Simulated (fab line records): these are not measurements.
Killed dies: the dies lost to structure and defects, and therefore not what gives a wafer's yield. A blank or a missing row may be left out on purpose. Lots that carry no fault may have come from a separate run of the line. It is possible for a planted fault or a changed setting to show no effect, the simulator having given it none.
fab line records	flow sky130
record lots=14	wafers=42	last-day=50
route steps=708 shown LOCAL_INTERCONNECT@398 CONTACT@420 METAL1@453 METAL2@486
lots that met no fault: from a run of the same line without faults
start-h: start of the lot's first displayed wafer, in hours after the record's first day	wait-h: hours elapsed since this lot's preceding step	" repeats the value in the row above	L1.1+2: one row covering several wafers at once	- no value present, or no start provided	* or withheld: withheld	< > ~ a bound
route shown NAME@n: names a module that has steps shown in the file, with the first one's number in the route	usual: the fault-free wafers' mean and standard deviation	same: alike in all rows	chamber/n: place in a boat	sites: each site's reading	_std_site: the values' standard deviation	_edge_site: mean of outer sites minus mean of inner sites	radius-mm: how far each site lies from the wafer's centre	mask NAME#n: copy n	behind: tool/chamber where the wafer was last shaped	hold: cause of the lot's hold/its duration in hours/its outcome	device: names the non-switching transistor (n, p or np)	end of line: the tests these same wafers got at the end of their route	a step with no rows: only its recipe	killed: count of dies lost to structure and defects at first sort (not the wafer's yield)	map: dies across one wafer; x = killed, . = not, _ = none there
set.NAME: the setting that was run; set.NAME@STEP: the one run at that earlier step	model.NAME: the simulator's own value behind a step, which no gauge read
steps of the route over a sample of lots; a table a step, a row a wafer
services: the hour from which a tool's chamber was out of use, counted from the record's first day as start-h (under 0 if before that day), plus the number of hours and why
## steps
# step SKY_LOCAL_INTERCONNECT_CD_MEAS_11
# recipe target-cd-nm=170
# usual cd-nm=170.2/1.5
lot.wafer	tool	chamber	start-h	wait-h	cd-nm
L769.2	cd-sem-01	-	699.78	-	169.5
L769.4	"	-	"	"	169.9
L769.5	"	-	"	"	169.1
L770.1	cd-sem-01	-	707.75	-	169.1
L770.4	"	-	"	"	169.0
L770.5	"	-	"	"	167.4
L771.3	cd-sem-01	-	726.59	-	173.4
L771.4	"	-	"	"	172.7
L771.6	"	-	"	"	170.3
L773.2	cd-sem-02	-	737.07	-	173.2
L773.3	"	-	"	"	170.8
L773.4	"	-	"	"	172.4
L775.2	cd-sem-02	-	759.63	-	166.2
L775.3	"	-	"	"	167.9
L775.4	"	-	"	"	164.7
L776.1	cd-sem-01	-	766.80	-	171.0
L776.2	"	-	"	"	169.8
L776.4	"	-	"	"	172.6
L784.1	cd-sem-01	-	823.45	-	171.7
L784.5	"	-	"	"	169.9
L784.6	"	-	"	"	171.0
L785.2	cd-sem-01	-	827.78	-	170.4
L785.4	"	-	"	"	170.1
L785.6	"	-	"	"	170.8
L786.1	cd-sem-01	-	839.25	-	170.4
L786.5	"	-	"	"	170.8
L786.6	"	-	"	"	172.0
L787.3	cd-sem-01	-	844.89	-	170.2
L787.5	"	-	"	"	170.9
L787.6	"	-	"	"	170.7
L788.2	cd-sem-02	-	854.28	-	170.9
L788.3	"	-	"	"	169.1
L788.5	"	-	"	"	170.0
L789.1	cd-sem-02	-	859.05	-	171.3
L789.3	"	-	"	"	169.4
L789.6	"	-	"	"	170.5
L791.3	cd-sem-02	-	880.05	-	172.2
L791.5	"	-	"	"	171.1
L791.6	"	-	"	"	170.3
L792.1	cd-sem-02	-	884.90	-	170.3
L792.3	"	-	"	"	172.3
L792.5	"	-	"	"	171.9
# step SKY_CONTACT_CD_MEAS_14
# recipe target-cd-nm=170
# usual cd-nm=170.1/1.5
lot.wafer	tool	chamber	start-h	wait-h	cd-nm
L769.2	cd-sem-02	-	728.98	-	167.2
L769.4	"	-	"	"	166.9
L769.5	"	-	"	"	167.5
L770.1	cd-sem-01	-	737.29	-	169.5
L770.4	"	-	"	"	171.1
L770.5	"	-	"	"	169.4
L771.3	cd-sem-02	-	755.33	-	168.9
L771.4	"	-	"	"	169.0
L771.6	"	-	"	"	169.2
L773.2	cd-sem-01	-	765.58	-	169.4
L773.3	"	-	"	"	170.3
L773.4	"	-	"	"	170.3
L775.2	cd-sem-01	-	787.03	-	173.3
L775.3	"	-	"	"	173.0
L775.4	"	-	"	"	172.1
L776.1	cd-sem-02	-	794.39	-	168.6
L776.2	"	-	"	"	169.1
L776.4	"	-	"	"	169.3
L784.1	cd-sem-01	-	851.64	-	170.9
L784.5	"	-	"	"	171.9
L784.6	"	-	"	"	170.8
L785.2	cd-sem-02	-	855.06	-	171.8
L785.4	"	-	"	"	172.7
L785.6	"	-	"	"	171.4
L786.1	cd-sem-02	-	867.09	-	171.9
L786.5	"	-	"	"	170.6
L786.6	"	-	"	"	170.7
L787.3	cd-sem-01	-	873.00	-	172.4
L787.5	"	-	"	"	170.9
L787.6	"	-	"	"	171.5
L788.2	cd-sem-02	-	881.88	-	170.1
L788.3	"	-	"	"	170.2
L788.5	"	-	"	"	170.7
L789.1	cd-sem-02	-	886.19	-	170.3
L789.3	"	-	"	"	170.6
L789.6	"	-	"	"	170.8
L791.3	cd-sem-02	-	906.95	-	168.6
L791.5	"	-	"	"	169.0
L791.6	"	-	"	"	169.3
L792.1	cd-sem-02	-	911.96	-	171.5
L792.3	"	-	"	"	171.3
L792.5	"	-	"	"	171.8
# step SKY_METAL1_METAL_ETCH_19
# recipe target-depth-a=3600	stop-on=SiO2	over-etch-frac=0.3	time-s=78	chemistry=Cl2/BCl3	resist-sidewall-deg=88	pressure-mtorr=10	icp-w=900	bias-w=48.5	Cl2_flow_sccm=60	bcl3-flow-sccm=30
# usual drypump-motor-current-A=5.8/0.39	oes-product-au=0.854/0.006	throttle-valve-pct=22.266/0.0083
lot.wafer	tool	chamber	start-h	wait-h	drypump-motor-current-A	oes-product-au	rf-hours-counter-h	throttle-valve-pct
L769.2	rie-metal-02	0	757.80	0.0	5.9	0.862	14	22.271
L769.4	"	0	"	"	5.9	0.862	-	22.266
L769.5	"	0	"	"	5.9	0.853	-	22.275
L770.1	rie-metal-03	1	766.70	0.0	5.7	0.853	15	22.268
L770.4	"	1	"	"	5.7	0.853	-	22.265
L770.5	"	0	"	"	6.1	0.847	-	22.266
L771.3	rie-metal-03	0	783.79	0.1	6.2	0.853	-	22.271
L771.4	"	0	"	"	6.1	0.860	-	22.283
L771.6	"	0	"	"	6.1	0.863	-	22.256
L773.2	rie-metal-03	0	793.98	0.1	6.1	0.852	-	22.263
L773.3	"	0	"	"	6.1	0.848	-	22.264
L773.4	"	0	"	"	6.1	0.855	-	22.260
L775.2	rie-metal-03	0	815.16	0.0	6.2	0.851	10	22.279
L775.3	"	1	"	"	5.7	0.841	-	22.277
L775.4	"	0	"	"	6.1	0.857	-	22.271
L776.1	rie-metal-03	1	823.16	0.0	5.7	0.856	1	22.260
L776.2	"	0	"	"	6.1	0.860	10	22.269
L776.4	"	0	"	"	6.1	0.865	-	22.251
L784.1	rie-metal-02	1	879.71	0.0	5.3	0.846	10	22.270
L784.5	"	1	"	"	5.3	0.847	-	22.264
L784.6	"	0	"	"	5.9	0.857	-	22.263
L785.2	rie-metal-03	0	883.65	0.0	6.1	0.851	13	22.271
L785.4	"	1	"	"	5.7	0.852	-	22.268
L785.6	"	1	"	"	5.7	0.853	-	22.266
L786.1	rie-metal-01	1	894.80	0.1	6.7	0.850	10	22.277
L786.5	"	0	"	"	5.9	0.858	-	22.260
L786.6	"	1	"	"	6.7	0.854	-	22.257
L787.3	rie-metal-02	0	900.38	0.1	5.9	0.858	-	22.265
L787.5	"	1	"	"	5.3	0.859	-	22.274
L787.6	"	0	"	"	5.9	0.855	-	22.266
L788.2	rie-metal-02	0	908.84	0.0	5.9	0.852	3	22.265
L788.3	"	0	"	"	5.9	0.863	-	22.269
L788.5	"	0	"	"	5.9	0.852	-	22.255
L789.1	rie-metal-03	0	913.52	0.1	6.1	0.843	14	22.280
L789.3	"	0	"	"	6.1	0.845	-	22.265
L789.6	"	0	"	"	6.1	0.851	-	22.267
L791.3	rie-metal-03	0	934.07	0.1	6.1	0.861	-	22.289
L791.5	"	0	"	"	6.1	0.863	-	22.262
L791.6	"	1	"	"	5.7	0.863	-	22.266
L792.1	rie-metal-02	1	940.10	0.0	5.3	0.862	13	22.265
L792.3	"	0	"	"	5.9	0.847	-	22.274
L792.5	"	0	"	"	5.9	0.855	-	22.265
# step SKY_METAL1_STRIP_20
# recipe chemistry=O2/N2	power-w=1400	pressure-mtorr=1500	platen-temp-c=withheld	o2-flow-sccm=3000	n2-flow-sccm=300	overash-fraction=0.5
# usual drypump-motor-current-A=5.5/0.42	oes-product-au=0.343/0.0048	strip-time-to-endpoint-s=2.70/0.043
lot.wafer	tool	chamber	start-h	wait-h	drypump-motor-current-A	oes-product-au	rf-hours-counter-h	strip-time-to-endpoint-s
L769.2	plasma-asher-03	1	757.89	0.1	5.3	0.351	62	2.70
L769.4	"	1	"	"	5.3	0.335	-	2.70
L769.5	"	1	"	"	5.4	0.348	-	2.70
L770.1	plasma-asher-04	1	766.79	0.1	4.9	0.349	2	2.70
L770.4	"	1	"	"	5.0	0.347	-	2.69
L770.5	"	1	"	"	5.0	0.343	-	2.77
L771.3	plasma-asher-03	1	783.95	0.1	5.3	0.343	-	2.71
L771.4	"	0	"	"	6.1	0.345	-	2.74
L771.6	"	1	"	"	5.3	0.344	-	2.78
L773.2	plasma-asher-04	0	794.13	0.1	5.6	0.352	5	2.78
L773.3	"	1	"	"	4.9	0.345	-	2.75
L773.4	"	0	"	"	5.6	0.347	-	2.76
L775.2	plasma-asher-03	0	815.25	0.1	6.1	0.352	68	2.70
L775.3	"	0	"	"	6.1	0.365	-	3.28
L775.4	"	1	"	"	5.4	0.340	-	2.71
L776.1	plasma-asher-01	0	823.25	0.1	5.2	0.366	40	3.25
L776.2	"	1	"	"	6.1	0.349	40	2.77
L776.4	"	0	"	"	5.2	0.347	-	2.74
L784.1	plasma-asher-01	0	879.80	0.1	5.2	0.338	44	2.69
L784.5	"	1	"	"	6.0	0.340	-	2.69
L784.6	"	0	"	"	5.2	0.345	-	2.67
L785.2	plasma-asher-01	0	883.74	0.1	5.2	0.337	45	2.73
L785.4	"	0	"	"	5.2	0.339	-	2.70
L785.6	"	0	"	"	5.2	0.346	-	2.71
L786.1	plasma-asher-04	0	894.92	0.1	5.6	0.342	16	2.70
L786.5	"	1	"	"	5.0	0.341	-	2.73
L786.6	"	0	"	"	5.6	0.339	-	2.69
L787.3	plasma-asher-04	0	900.48	0.1	5.6	0.337	-	2.67
L787.5	"	0	"	"	5.6	0.342	-	2.71
L787.6	"	1	"	"	5.0	0.350	-	2.69
L788.2	plasma-asher-03	1	908.93	0.1	5.3	0.350	76	2.66
L788.3	"	1	"	"	5.3	0.340	-	2.70
L788.5	"	1	"	"	5.4	0.339	-	2.67
L789.1	plasma-asher-01	1	913.64	0.1	6.0	0.344	47	2.80
L789.3	"	1	"	"	6.0	0.350	-	2.79
L789.6	"	1	"	"	6.0	0.351	-	2.81
L791.3	plasma-asher-03	0	934.16	0.1	6.1	0.352	-	2.75
L791.5	"	0	"	"	6.1	0.347	-	2.77
L791.6	"	1	"	"	5.3	0.339	-	2.71
L792.1	plasma-asher-04	0	940.19	0.1	5.6	0.343	21	2.67
L792.3	"	1	"	"	5.0	0.340	-	2.64
L792.5	"	0	"	"	5.6	0.344	-	2.62
# step SKY_METAL2_SPUTTER_03
# recipe material=Ti	target-thk-nm=5	power-w=3000	time-s=3.3	chamber-pressure-pa=0.4
# usual throttle-valve-pct=29.8/0.96
lot.wafer	tool	chamber	start-h	wait-h	throttle-valve-pct
L769.2	pvd-sputter-04	-	787.13	0.0	28.9
L769.4	"	-	"	"	29.4
L769.5	"	-	"	"	29.5
L770.1	pvd-sputter-04	-	795.80	0.0	30.8
L770.4	"	-	"	"	28.7
L770.5	"	-	"	"	30.5
L771.3	pvd-sputter-01	-	812.75	0.0	29.0
L771.4	"	-	"	"	27.0
L771.6	"	-	"	"	30.9
L773.2	pvd-sputter-02	-	823.32	0.0	31.0
L773.3	"	-	"	"	28.8
L773.4	"	-	"	"	30.5
L775.2	pvd-sputter-02	-	844.59	0.0	30.8
L775.3	"	-	"	"	29.9
L775.4	"	-	"	"	30.6
L776.1	pvd-sputter-02	-	852.53	0.0	29.7
L776.2	"	-	"	"	30.9
L776.4	"	-	"	"	29.0
L784.1	pvd-sputter-04	-	908.03	0.0	28.9
L784.5	"	-	"	"	30.4
L784.6	"	-	"	"	28.7
L785.2	pvd-sputter-02	-	912.07	0.0	30.8
L785.4	"	-	"	"	30.8
L785.6	"	-	"	"	30.0
L786.1	pvd-sputter-04	-	922.85	0.0	29.6
L786.5	"	-	"	"	29.6
L786.6	"	-	"	"	30.5
L787.3	pvd-sputter-01	-	928.04	0.0	27.4
L787.5	"	-	"	"	30.9
L787.6	"	-	"	"	29.3
L788.2	pvd-sputter-04	-	936.55	0.0	29.7
L788.3	"	-	"	"	30.3
L788.5	"	-	"	"	29.3
L789.1	pvd-sputter-01	-	942.35	0.0	30.0
L789.3	"	-	"	"	30.9
L789.6	"	-	"	"	31.2
L791.3	pvd-sputter-01	-	960.79	0.0	29.8
L791.5	"	-	"	"	29.8
L791.6	"	-	"	"	27.7
L792.1	pvd-sputter-04	-	966.75	0.0	28.8
L792.3	"	-	"	"	29.3
L792.5	"	-	"	"	28.8
## services
tool	chamber	start-h	hours	kind
plasma-asher-04	0	742.75	-	clean
plasma-asher-04	1	742.75	-	clean
pvd-sputter-02	-	745.24	4.7	repair
rie-metal-03	1	773.66	-	clean
rie-metal-03	1	773.66	26.9	scheduled-down
rie-metal-03	1	773.66	26.9	vent-cycle
plasma-asher-01	-	782.57	7.4	repair
rie-metal-01	0	795.18	-	clean
rie-metal-01	0	795.18	16.7	scheduled-down
rie-metal-01	0	795.18	16.7	vent-cycle
rie-metal-02	0	795.74	-	clean
rie-metal-02	0	795.74	28.2	scheduled-down
rie-metal-02	0	795.74	28.2	vent-cycle
plasma-asher-03	-	819.67	14.9	repair
plasma-asher-04	-	834.06	1.3	repair
plasma-asher-01	-	846.64	14.6	pm
pvd-sputter-01	-	872.07	2.3	repair
rie-metal-01	-	907.50	1.4	pm
plasma-asher-01	-	910.44	2.8	pm
plasma-asher-01	-	940.99	6.4	repair
plasma-asher-03	-	942.04	24.1	repair
rie-metal-01	0	945.95	56.8	repair
plasma-asher-04	-	950.83	1.7	repair
rie-metal-02	-	966.62	2.8	pm
## key
first-sign step=SKY_METAL1_STRIP_20	reading=strip-time-to-endpoint-s	direction=up	sigmas=13	usual=*	struck=*
effect step=SKY_METAL1_STRIP_20	reading=oes-product-au	direction=up	sigmas=4.8	usual=0.343	struck=0.366
met-at SKY_METAL1_METAL_ETCH_19
struck-lots L775,L776
struck-wafers L775.3,L776.1
sort-left-out L775.3,L776.1
not-acting-at SKY_LOCAL_INTERCONNECT_CD_MEAS_11,SKY_CONTACT_CD_MEAS_14,SKY_METAL2_SPUTTER_03
onset-between 793.98 815.16
fault kind=process-parameter-drift	tool=rie-metal-03	chamber=-	onset-h=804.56	steps=SKY_METAL1_METAL_ETCH_19	channel=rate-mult	offset=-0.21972	shape=step	end-h=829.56	scope=struck-wafers-only
# sort-left-out: the simulated sort isn't trusted on such a fault, so these wafers' sort isn't shown, and their yield isn't known
